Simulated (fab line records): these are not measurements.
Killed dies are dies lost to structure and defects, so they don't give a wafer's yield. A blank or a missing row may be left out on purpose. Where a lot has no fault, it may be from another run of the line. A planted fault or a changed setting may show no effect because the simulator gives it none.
fab line records :: flow gf180mcu
record:
  lots: 6
  wafers: 18
  lastDay: 33
route steps=602 shown M4@475 V4@476
lots with no fault: from the same line, run without faults
startH: the number of hours between the record's first day and the start of the first shown wafer of the lot :: waitH: hours since the lot's step before :: " the same as in the row above :: L1.1+2: one row covering several wafers at once :: - no value, or no start given :: * or withheld: withheld :: < > ~ a bound
route shown NAME@n: NAME is a module with steps in the file, n the number in the route of the first one :: usual: mean/standard deviation taken from wafers without a fault :: same: alike in all rows :: chamber/n: place in a boat :: sites: each site's reading :: _std_site: standard deviation of those values :: _edge_site: the outer-site mean with the inner-site mean subtracted :: radiusMm: how far each site lies from the wafer's centre :: mask NAME#n: copy n :: behind: tool/chamber where the wafer was last shaped :: hold: why the lot was held/for how many hours/how that ended :: device: the n, p or np transistor that did not switch :: end of line: the same wafers' tests at the end of the route :: for a step that has no rows: nothing shown but its recipe :: killed: dies that structure and defects cost at the first sort, which is not the same as the wafer's yield :: map: dies across one wafer; x = killed, . = not, _ = none there
set.NAME: the setting the step ran with; set.NAME@STEP: the setting that earlier step ran with :: model.NAME: the simulator's own value behind a step, which no gauge read
a table for each step, a row for each wafer; lots at some steps of the route
services: when a tool's chamber went out of use (startH, in hours from the record's first day, below 0 if earlier), for how many hours, and the reason
== steps ==
step: GF_M4_CLEAN_19
recipe:
  chemistry: DIW
  dry: n2Spin
step: GF_V4_CVD_00
recipe:
  material: SiO2
  targetThkNm: 600
  sigmaOpenFrac: 0.3
  tempC: 400
  timeS: 100
  sih4FlowSccm: 60
  pressureMtorr: 6
step: GF_V4_THK_MEAS_01
recipe:
  reads: SiO2_of_V4_CVD_00
usual:
  V4_CVD_00_THK: 600/6.3
lot.wafer: L311.4
tool: filmMetro-01
chamber: -
startH: 619.00
waitH: 0.0
V4_CVD_00_THK[nm]: 598

lot.wafer: L311.5
tool: filmMetro-01
chamber: -
startH: 619.00
waitH: 0.0
V4_CVD_00_THK[nm]: 597

lot.wafer: L311.6
tool: filmMetro-01
chamber: -
startH: 619.00
waitH: 0.0
V4_CVD_00_THK[nm]: 601

lot.wafer: L314.1
tool: filmMetro-01
chamber: -
startH: 639.23
waitH: 0.0
V4_CVD_00_THK[nm]: 607

lot.wafer: L314.2
tool: filmMetro-01
chamber: -
startH: 639.23
waitH: 0.0
V4_CVD_00_THK[nm]: 609

lot.wafer: L314.4
tool: filmMetro-01
chamber: -
startH: 639.23
waitH: 0.0
V4_CVD_00_THK[nm]: 597

lot.wafer: L316.2
tool: filmMetro-02
chamber: -
startH: 645.87
waitH: 0.0
V4_CVD_00_THK[nm]: 600

lot.wafer: L316.3
tool: filmMetro-02
chamber: -
startH: 645.87
waitH: 0.0
V4_CVD_00_THK[nm]: 598

lot.wafer: L316.6
tool: filmMetro-02
chamber: -
startH: 645.87
waitH: 0.0
V4_CVD_00_THK[nm]: 602

lot.wafer: L315.1
tool: filmMetro-03
chamber: -
startH: 646.08
waitH: 0.0
V4_CVD_00_THK[nm]: 604

lot.wafer: L315.4
tool: filmMetro-03
chamber: -
startH: 646.08
waitH: 0.0
V4_CVD_00_THK[nm]: 596

lot.wafer: L315.6
tool: filmMetro-03
chamber: -
startH: 646.08
waitH: 0.0
V4_CVD_00_THK[nm]: 603

lot.wafer: L320.1
tool: filmMetro-03
chamber: -
startH: 671.07
waitH: 0.0
V4_CVD_00_THK[nm]: 595

lot.wafer: L320.2
tool: filmMetro-03
chamber: -
startH: 671.07
waitH: 0.0
V4_CVD_00_THK[nm]: 607

lot.wafer: L320.3
tool: filmMetro-03
chamber: -
startH: 671.07
waitH: 0.0
V4_CVD_00_THK[nm]: 603

lot.wafer: L323.1
tool: filmMetro-01
chamber: -
startH: 687.05
waitH: 0.0
V4_CVD_00_THK[nm]: 599

lot.wafer: L323.2
tool: filmMetro-01
chamber: -
startH: 687.05
waitH: 0.0
V4_CVD_00_THK[nm]: 595

lot.wafer: L323.3
tool: filmMetro-01
chamber: -
startH: 687.05
waitH: 0.0
V4_CVD_00_THK[nm]: 595
step: GF_V4_CVD_02
recipe:
  material: SiO2
  targetThkNm: 850
  precursor: TEOS
  tempC: 400
  timeS: 94.851
  rfW: 600
usual:
  heaterPowerW: 659/110
lot.wafer: L311.4
tool: pecvd-02
chamber: 1
startH: 619.07
waitH: 0.1
heaterPowerW: 614

lot.wafer: L311.5
tool: pecvd-02
chamber: 1
startH: 619.07
waitH: 0.1
heaterPowerW: 489

lot.wafer: L311.6
tool: pecvd-02
chamber: 0
startH: 619.07
waitH: 0.1
heaterPowerW: 534

lot.wafer: L314.1
tool: pecvd-02
chamber: 0
startH: 639.29
waitH: 0.1
heaterPowerW: 515

lot.wafer: L314.2
tool: pecvd-02
chamber: 2
startH: 639.29
waitH: 0.1
heaterPowerW: 622

lot.wafer: L314.4
tool: pecvd-02
chamber: 0
startH: 639.29
waitH: 0.1
heaterPowerW: 544

lot.wafer: L316.2
tool: pecvd-02
chamber: 1
startH: 645.92
waitH: 0.0
heaterPowerW: 547

lot.wafer: L316.3
tool: pecvd-02
chamber: 1
startH: 645.92
waitH: 0.0
heaterPowerW: 596

lot.wafer: L316.6
tool: pecvd-02
chamber: 2
startH: 645.92
waitH: 0.0
heaterPowerW: 597

lot.wafer: L315.1
tool: pecvd-01
chamber: 2
startH: 646.14
waitH: 0.1
heaterPowerW: 623

lot.wafer: L315.4
tool: pecvd-01
chamber: 2
startH: 646.14
waitH: 0.1
heaterPowerW: 634

lot.wafer: L315.6
tool: pecvd-01
chamber: 0
startH: 646.14
waitH: 0.1
heaterPowerW: 706

lot.wafer: L320.1
tool: pecvd-04
chamber: 2
startH: 671.13
waitH: 0.1
heaterPowerW: 743

lot.wafer: L320.2
tool: pecvd-04
chamber: 1
startH: 671.13
waitH: 0.1
heaterPowerW: 716

lot.wafer: L320.3
tool: pecvd-04
chamber: 0
startH: 671.13
waitH: 0.1
heaterPowerW: 867

lot.wafer: L323.1
tool: pecvd-02
chamber: 0
startH: 687.11
waitH: 0.1
heaterPowerW: 520

lot.wafer: L323.2
tool: pecvd-02
chamber: 2
startH: 687.11
waitH: 0.1
heaterPowerW: 584

lot.wafer: L323.3
tool: pecvd-02
chamber: 1
startH: 687.11
waitH: 0.1
heaterPowerW: 499
step: GF_V4_THK_MEAS_03
recipe:
  reads: SiO2_of_V4_CVD_02
usual:
  V4_CVD_02_THK: 845/11
lot.wafer: L311.4
tool: filmMetro-01
chamber: -
startH: 619.17
waitH: 0.1
V4_CVD_02_THK[nm]: 843

lot.wafer: L311.5
tool: filmMetro-01
chamber: -
startH: 619.17
waitH: 0.1
V4_CVD_02_THK[nm]: 851

lot.wafer: L311.6
tool: filmMetro-01
chamber: -
startH: 619.17
waitH: 0.1
V4_CVD_02_THK[nm]: 872

lot.wafer: L314.1
tool: filmMetro-02
chamber: -
startH: 639.36
waitH: 0.0
V4_CVD_02_THK[nm]: 849

lot.wafer: L314.2
tool: filmMetro-02
chamber: -
startH: 639.36
waitH: 0.0
V4_CVD_02_THK[nm]: 856

lot.wafer: L314.4
tool: filmMetro-02
chamber: -
startH: 639.36
waitH: 0.0
V4_CVD_02_THK[nm]: 862

lot.wafer: L316.2
tool: filmMetro-02
chamber: -
startH: 646.04
waitH: 0.1
V4_CVD_02_THK[nm]: 820

lot.wafer: L316.3
tool: filmMetro-02
chamber: -
startH: 646.04
waitH: 0.1
V4_CVD_02_THK[nm]: 832

lot.wafer: L316.6
tool: filmMetro-02
chamber: -
startH: 646.04
waitH: 0.1
V4_CVD_02_THK[nm]: 854

lot.wafer: L315.1
tool: filmMetro-02
chamber: -
startH: 646.21
waitH: 0.0
V4_CVD_02_THK[nm]: 841

lot.wafer: L315.4
tool: filmMetro-02
chamber: -
startH: 646.21
waitH: 0.0
V4_CVD_02_THK[nm]: 857

lot.wafer: L315.6
tool: filmMetro-02
chamber: -
startH: 646.21
waitH: 0.0
V4_CVD_02_THK[nm]: 851

lot.wafer: L320.1
tool: filmMetro-02
chamber: -
startH: 671.20
waitH: 0.0
V4_CVD_02_THK[nm]: 831

lot.wafer: L320.2
tool: filmMetro-02
chamber: -
startH: 671.20
waitH: 0.0
V4_CVD_02_THK[nm]: 820

lot.wafer: L320.3
tool: filmMetro-02
chamber: -
startH: 671.20
waitH: 0.0
V4_CVD_02_THK[nm]: 847

lot.wafer: L323.1
tool: filmMetro-02
chamber: -
startH: 687.18
waitH: 0.0
V4_CVD_02_THK[nm]: 840

lot.wafer: L323.2
tool: filmMetro-02
chamber: -
startH: 687.18
waitH: 0.0
V4_CVD_02_THK[nm]: 844

lot.wafer: L323.3
tool: filmMetro-02
chamber: -
startH: 687.18
waitH: 0.0
V4_CVD_02_THK[nm]: 842
step: GF_V4_CMP_04
recipe:
  material: SiO2
  downForcePsi: 4
  platenRpm: 60
  padVelocityMS: 0.94248
usual:
  edgeZonePressureFrac: 1.000/0.0048
  motorCurrentA: 11.7/1
  retainingRingPressureFrac: 1.000/0.0051
  timeToEndpointS: 81/6.4
lot.wafer: L311.4
tool: cmp-02
chamber: 2
startH: 619.35
waitH: 0.2
edgeZonePressureFrac: 0.997
motorCurrentA: 9.6
retainingRingPressureFrac: 1.012
timeToEndpointS: 76

lot.wafer: L311.6
tool: cmp-02
chamber: 3
startH: 619.35
waitH: 0.2
edgeZonePressureFrac: 1.003
motorCurrentA: 12.3
retainingRingPressureFrac: 1.000
timeToEndpointS: 88

lot.wafer: L311.5
tool: cmp-02
chamber: 0
startH: 619.35
waitH: 0.2
edgeZonePressureFrac: 0.992
motorCurrentA: 11.2
retainingRingPressureFrac: 0.990
timeToEndpointS: 86

lot.wafer: L314.4
tool: cmp-02
chamber: 2
startH: 639.60
waitH: 0.2
edgeZonePressureFrac: 1.002
motorCurrentA: 9.5
retainingRingPressureFrac: 1.005
timeToEndpointS: 84

lot.wafer: L314.1
tool: cmp-02
chamber: 3
startH: 639.60
waitH: 0.2
edgeZonePressureFrac: 0.996
motorCurrentA: 12.2
retainingRingPressureFrac: 1.007
timeToEndpointS: 81

lot.wafer: L314.2
tool: cmp-02
chamber: 0
startH: 639.60
waitH: 0.2
edgeZonePressureFrac: 1.005
motorCurrentA: 11.5
retainingRingPressureFrac: 0.992
timeToEndpointS: 86

lot.wafer: L316.2
tool: cmp-01
chamber: 3
startH: 646.14
waitH: 0.1
edgeZonePressureFrac: 0.998
motorCurrentA: 11.9
retainingRingPressureFrac: 0.998
timeToEndpointS: 69

lot.wafer: L316.3
tool: cmp-01
chamber: 0
startH: 646.14
waitH: 0.1
edgeZonePressureFrac: 0.995
motorCurrentA: 12.4
retainingRingPressureFrac: 0.999
timeToEndpointS: 71

lot.wafer: L316.6
tool: cmp-01
chamber: 3
startH: 646.14
waitH: 0.1
edgeZonePressureFrac: 0.999
motorCurrentA: 10.7
retainingRingPressureFrac: 1.006
timeToEndpointS: 80

lot.wafer: L315.1
tool: cmp-01
chamber: 1
startH: 646.49
waitH: 0.3
edgeZonePressureFrac: 1.007
motorCurrentA: 12.3
retainingRingPressureFrac: 1.004
timeToEndpointS: 83

lot.wafer: L315.4
tool: cmp-01
chamber: 2
startH: 646.49
waitH: 0.3
edgeZonePressureFrac: 1.005
motorCurrentA: 12.9
retainingRingPressureFrac: 1.006
timeToEndpointS: 86

lot.wafer: L315.6
tool: cmp-01
chamber: 3
startH: 646.49
waitH: 0.3
edgeZonePressureFrac: 1.006
motorCurrentA: 11.2
retainingRingPressureFrac: 1.005
timeToEndpointS: 82

lot.wafer: L320.3
tool: cmp-01
chamber: 1
startH: 671.26
waitH: 0.0
edgeZonePressureFrac: 0.997
motorCurrentA: 12.8
retainingRingPressureFrac: 1.003
timeToEndpointS: 89

lot.wafer: L320.2
tool: cmp-01
chamber: 2
startH: 671.26
waitH: 0.0
edgeZonePressureFrac: 1.000
motorCurrentA: 11.9
retainingRingPressureFrac: 1.006
timeToEndpointS: 72

lot.wafer: L320.1
tool: cmp-01
chamber: 3
startH: 671.26
waitH: 0.0
edgeZonePressureFrac: 0.998
motorCurrentA: 10.8
retainingRingPressureFrac: 1.005
timeToEndpointS: 74

lot.wafer: L323.3
tool: cmp-02
chamber: 2
startH: 687.24
waitH: 0.0
edgeZonePressureFrac: 0.997
motorCurrentA: 10.2
retainingRingPressureFrac: 1.004
timeToEndpointS: 76

lot.wafer: L323.1
tool: cmp-02
chamber: 3
startH: 687.24
waitH: 0.0
edgeZonePressureFrac: 1.002
motorCurrentA: 12.0
retainingRingPressureFrac: 0.996
timeToEndpointS: 77

lot.wafer: L323.2
tool: cmp-02
chamber: 0
startH: 687.24
waitH: 0.0
edgeZonePressureFrac: 1.002
motorCurrentA: 10.9
retainingRingPressureFrac: 1.010
timeToEndpointS: 83
step: GF_V4_BOW_MEAS_05
recipe:
  mode: bow
usual:
  V4_BOW: 134/10
lot.wafer: L311.4
tool: filmMetro-03
chamber: -
startH: 619.56
waitH: 0.2
V4_BOW[um]: 138

lot.wafer: L311.5
tool: filmMetro-03
chamber: -
startH: 619.56
waitH: 0.2
V4_BOW[um]: 127

lot.wafer: L311.6
tool: filmMetro-03
chamber: -
startH: 619.56
waitH: 0.2
V4_BOW[um]: 148

lot.wafer: L314.1
tool: filmMetro-02
chamber: -
startH: 639.85
waitH: 0.1
V4_BOW[um]: 132

lot.wafer: L314.2
tool: filmMetro-02
chamber: -
startH: 639.85
waitH: 0.1
V4_BOW[um]: 143

lot.wafer: L314.4
tool: filmMetro-02
chamber: -
startH: 639.85
waitH: 0.1
V4_BOW[um]: 149

lot.wafer: L316.2
tool: filmMetro-03
chamber: -
startH: 646.41
waitH: 0.2
V4_BOW[um]: 150

lot.wafer: L316.3
tool: filmMetro-03
chamber: -
startH: 646.41
waitH: 0.2
V4_BOW[um]: 134

lot.wafer: L316.6
tool: filmMetro-03
chamber: -
startH: 646.41
waitH: 0.2
V4_BOW[um]: 135

lot.wafer: L315.1
tool: filmMetro-02
chamber: -
startH: 646.69
waitH: 0.1
V4_BOW[um]: 127

lot.wafer: L315.4
tool: filmMetro-02
chamber: -
startH: 646.69
waitH: 0.1
V4_BOW[um]: 122

lot.wafer: L315.6
tool: filmMetro-02
chamber: -
startH: 646.69
waitH: 0.1
V4_BOW[um]: 120

lot.wafer: L320.1
tool: filmMetro-03
chamber: -
startH: 671.56
waitH: 0.1
V4_BOW[um]: 127

lot.wafer: L320.2
tool: filmMetro-03
chamber: -
startH: 671.56
waitH: 0.1
V4_BOW[um]: 136

lot.wafer: L320.3
tool: filmMetro-03
chamber: -
startH: 671.56
waitH: 0.1
V4_BOW[um]: 144

lot.wafer: L323.1
tool: filmMetro-03
chamber: -
startH: 687.54
waitH: 0.2
V4_BOW[um]: 143

lot.wafer: L323.2
tool: filmMetro-03
chamber: -
startH: 687.54
waitH: 0.2
V4_BOW[um]: 149

lot.wafer: L323.3
tool: filmMetro-03
chamber: -
startH: 687.54
waitH: 0.2
V4_BOW[um]: 139
step: GF_V4_DEHYDRATE_06
recipe:
  tempC: 200
  timeS: 60
step: GF_V4_HMDS_07
recipe:
  primeTimeS: 60
  primeTempC: 120
step: GF_V4_COAT_08
recipe:
  resist: BARC
  tempC: withheld
  timeS: withheld
  spinRpm: withheld
  resistThkNm: withheld
step: GF_V4_COAT_09
recipe:
  resist: KrF
  spinRpm: withheld
  resistThkNm: 1000
step: GF_V4_SOFTBAKE_10
recipe:
  tempC: 130
  timeS: 60
  resist: KrF
step: GF_V4_EXPOSE_11
recipe:
  maskId: Via4
  targetCdNm: 260
  na: 0.68
  sourceShape: conventional
  sigmaOuter: 0.6
  doseMj: 38
usual:
  exposureDoseMJCm2: 38.4/0.38
  focusOffsetNm: -0.1/0.54
lot.wafer: L311.4
tool: krfScanner-02
chamber: 0
startH: 629.18
waitH: -
mask: Via4#0
exposureDoseMJCm2: 38.8
focusOffsetNm: 0.0

lot.wafer: L311.5
tool: krfScanner-02
chamber: 0
startH: 629.18
waitH: -
mask: Via4#0
exposureDoseMJCm2: 38.8
focusOffsetNm: -0.9

lot.wafer: L311.6
tool: krfScanner-02
chamber: 0
startH: 629.18
waitH: -
mask: Via4#0
exposureDoseMJCm2: 38.8
focusOffsetNm: 0.3

lot.wafer: L314.1
tool: krfScanner-02
chamber: -
startH: 649.64
waitH: -
mask: Via4#0
exposureDoseMJCm2: -
focusOffsetNm: -

lot.wafer: L314.2
tool: krfScanner-02
chamber: -
startH: 649.64
waitH: -
mask: Via4#0
exposureDoseMJCm2: -
focusOffsetNm: -

lot.wafer: L314.4
tool: krfScanner-02
chamber: -
startH: 649.64
waitH: -
mask: Via4#0
exposureDoseMJCm2: -
focusOffsetNm: -

lot.wafer: L316.2
tool: krfScanner-01
chamber: -
startH: 656.57
waitH: -
mask: Via4#0
exposureDoseMJCm2: -
focusOffsetNm: -

lot.wafer: L316.3
tool: krfScanner-01
chamber: -
startH: 656.57
waitH: -
mask: Via4#0
exposureDoseMJCm2: -
focusOffsetNm: -

lot.wafer: L316.6
tool: krfScanner-01
chamber: -
startH: 656.57
waitH: -
mask: Via4#0
exposureDoseMJCm2: -
focusOffsetNm: -

lot.wafer: L315.1
tool: krfScanner-01
chamber: 0
startH: 656.89
waitH: -
mask: Via4#0
exposureDoseMJCm2: 37.9
focusOffsetNm: -1.1

lot.wafer: L315.4
tool: krfScanner-01
chamber: 0
startH: 656.89
waitH: -
mask: Via4#0
exposureDoseMJCm2: 37.9
focusOffsetNm: -1.1

lot.wafer: L315.6
tool: krfScanner-01
chamber: 0
startH: 656.89
waitH: -
mask: Via4#0
exposureDoseMJCm2: 37.9
focusOffsetNm: 0.5

lot.wafer: L320.1
tool: krfScanner-01
chamber: 0
startH: 681.77
waitH: -
mask: Via4#0
exposureDoseMJCm2: 38.0
focusOffsetNm: -0.5

lot.wafer: L320.2
tool: krfScanner-01
chamber: 0
startH: 681.77
waitH: -
mask: Via4#0
exposureDoseMJCm2: 38.0
focusOffsetNm: -2.0

lot.wafer: L320.3
tool: krfScanner-01
chamber: 0
startH: 681.77
waitH: -
mask: Via4#0
exposureDoseMJCm2: 38.0
focusOffsetNm: -0.8

lot.wafer: L323.1
tool: krfScanner-01
chamber: 0
startH: 697.64
waitH: -
mask: Via4#0
exposureDoseMJCm2: 38.0
focusOffsetNm: 0.1

lot.wafer: L323.2
tool: krfScanner-01
chamber: 0
startH: 697.64
waitH: -
mask: Via4#0
exposureDoseMJCm2: 38.0
focusOffsetNm: -0.2

lot.wafer: L323.3
tool: krfScanner-01
chamber: 0
startH: 697.64
waitH: -
mask: Via4#0
exposureDoseMJCm2: 38.0
focusOffsetNm: 0.4
step: GF_V4_PEB_12
recipe:
  pebTempC: 135
  pebTimeS: 90
  resist: KrF
== services ==
tool: krfScanner-02
chamber: -
startH: 596.73
hours: 1.0
kind: pm

tool: pecvd-04
chamber: -
startH: 601.75
hours: 0.6
kind: repair

tool: krfScanner-02
chamber: 0
startH: 603.79
hours: -
kind: calibration

tool: pecvd-02
chamber: 0
startH: 605.12
hours: -
kind: clean

tool: pecvd-02
chamber: 1
startH: 605.12
hours: -
kind: clean

tool: pecvd-02
chamber: 2
startH: 605.12
hours: -
kind: clean

tool: pecvd-02
chamber: 2
startH: 608.03
hours: 14.4
kind: repair

tool: pecvd-04
chamber: -
startH: 609.45
hours: 14.6
kind: pm

tool: pecvd-01
chamber: 0
startH: 611.64
hours: 2.6
kind: repair

tool: cmp-01
chamber: -
startH: 612.90
hours: 0.3
kind: repair

tool: krfScanner-02
chamber: -
startH: 625.14
hours: 1.3
kind: pm

tool: pecvd-02
chamber: -
startH: 629.11
hours: 1.2
kind: repair

tool: cmp-01
chamber: -
startH: 629.91
hours: 1.7
kind: repair

tool: krfScanner-01
chamber: -
startH: 630.55
hours: 1.0
kind: pm

tool: cmp-02
chamber: -
startH: 633.20
hours: 1.1
kind: repair

tool: krfScanner-01
chamber: 0
startH: 634.50
hours: -
kind: calibration

tool: krfScanner-02
chamber: -
startH: 639.22
hours: 6.0
kind: repair

tool: pecvd-02
chamber: 0
startH: 645.43
hours: 34.9
kind: repair

tool: krfScanner-01
chamber: -
startH: 646.52
hours: 0.8
kind: pm

tool: krfScanner-02
chamber: -
startH: 654.11
hours: 0.7
kind: repair

tool: cmp-02
chamber: -
startH: 662.42
hours: 4.5
kind: pm

tool: pecvd-02
chamber: 1
startH: 665.68
hours: 2.9
kind: repair

tool: krfScanner-01
chamber: -
startH: 674.34
hours: 4.0
kind: pm

tool: cmp-02
chamber: -
startH: 685.39
hours: 0.6
kind: repair
== key ==
firstSign:
  step: GF_V4_EXPOSE_11
  reading: toolRecord
  direction: missing
effect none on later readings
metAt GF_V4_EXPOSE_11
struckWafers L314.1,L314.2,L314.4,L316.2,L316.3,L316.6
laterRowsLeftOut L314.1,L314.2,L314.4,L316.2,L316.3,L316.6
sortLeftOut L314.1,L314.2,L314.4,L316.2,L316.3,L316.6
onsetBetween 629.18 649.64
fault:
  kind: skippedStepWhole
  tool: krfScanner-01,krfScanner-02
  chamber: -
  onsetH: 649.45
  steps: GF_V4_EXPOSE_11
  scope: struckLotsOnly
sortLeftOut: the simulated sort isn't trusted on such a fault, so these wafers' sort isn't shown, and their yield isn't known
laterRowsLeftOut: the simulator's readings of these wafers behind a module that went badly wrong aren't trusted and aren't shown, but for the sort
